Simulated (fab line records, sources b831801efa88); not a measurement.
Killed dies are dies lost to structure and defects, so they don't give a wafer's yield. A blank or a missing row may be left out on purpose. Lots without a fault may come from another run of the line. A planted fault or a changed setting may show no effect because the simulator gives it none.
Which tool did it? | flow sky130 | 11 lots, 33 wafers sampled, at 2 steps of a route of 708

WHAT THE GAUGES READ, wafer by wafer
SKY_CONTACT_CD_MEAS_14: target cd 170 nm.
lot  | measured     | on        | cd_nm (nm)
L748 | day 31 14:28 | cd_sem-02 | 169.4 169.6 170.2
L749 | day 32 07:53 | cd_sem-02 | 171.7 172.0 172.5
L750 | day 32 14:25 | cd_sem-02 | 171.2 171.6 170.8
L751 | day 32 17:47 | cd_sem-01 | 169.5 169.2 170.5
L752 | day 33 00:07 | cd_sem-02 | 171.5 170.9 171.7
L753 | day 33 10:55 | cd_sem-02 | 169.0 170.5 169.7
L754 | day 33 15:49 | cd_sem-02 | 171.5 171.4 171.4
L755 | day 33 19:14 | cd_sem-01 | 168.5 169.6 168.7
L756 | day 33 23:50 | cd_sem-01 | 167.8 167.6 167.9
L757 | day 34 07:49 | cd_sem-01 | 166.5 166.9 168.3
L765 | day 36 23:20 | cd_sem-01 | 169.4 168.4 169.6

SKY_CONTACT_THK_MEAS_26: measures by xrf.
lot  | measured     | on            | CONTACT_W_THK (nm)
L748 | day 31 15:39 | film_metro-03 | 338 333 338
L749 | day 32 09:02 | film_metro-03 | 336 342 335
L750 | day 32 15:35 | film_metro-02 | 336 330 338
L751 | day 32 19:05 | film_metro-01 | 340 343 338
L752 | day 33 01:20 | film_metro-01 | 330 337 336
L753 | day 33 12:06 | film_metro-02 | 330 327 330
L754 | day 33 16:58 | film_metro-03 | 340 345 340
L755 | day 33 20:25 | film_metro-02 | 328 331 328
L756 | day 34 01:00 | film_metro-01 | 337 339 341
L757 | day 34 08:58 | film_metro-02 | 332 329 331
L765 | day 37 00:31 | film_metro-01 | 340 340 343

WHICH TOOL RAN EACH LOT (tool, then ch and the chambers of the sampled wafers, then the start)
The record holds no process step before these readings.

WHAT THE TOOLS THEMSELVES READ (means of the sampled wafers that have a number; where no wafer has one, the mark that the record gives instead)
The record holds no such reading with a usual standard deviation.

THE ANSWER, worked out from the rows above alone
Rule: what is usual is taken from the lots themselves. Put in order of their means at a reading, lots are off if they are a third of the lots or fewer, leave a main group of 4 or more, and stand apart from it by a gap of 3 or more times the standard deviation of the main group's means; of several such gaps the widest counts. A main group whose means are all the same, to the digits that the tables above print for the reading, isn't used. A lot without any number at a reading at which 4 lots or more have one is off too. The other lots that the step has rows for count as sound. The gauges are gone through in route order, then the tools' own readings, and for those a lot's mean is taken as printed above. The first step at which some lot is off is used, and at that step the reading that is off furthest; a lot without a number counts as furthest.
No lot is off at any reading shown: from this, nothing can be told.

WHAT THE SIMULATOR HAD PUT IN
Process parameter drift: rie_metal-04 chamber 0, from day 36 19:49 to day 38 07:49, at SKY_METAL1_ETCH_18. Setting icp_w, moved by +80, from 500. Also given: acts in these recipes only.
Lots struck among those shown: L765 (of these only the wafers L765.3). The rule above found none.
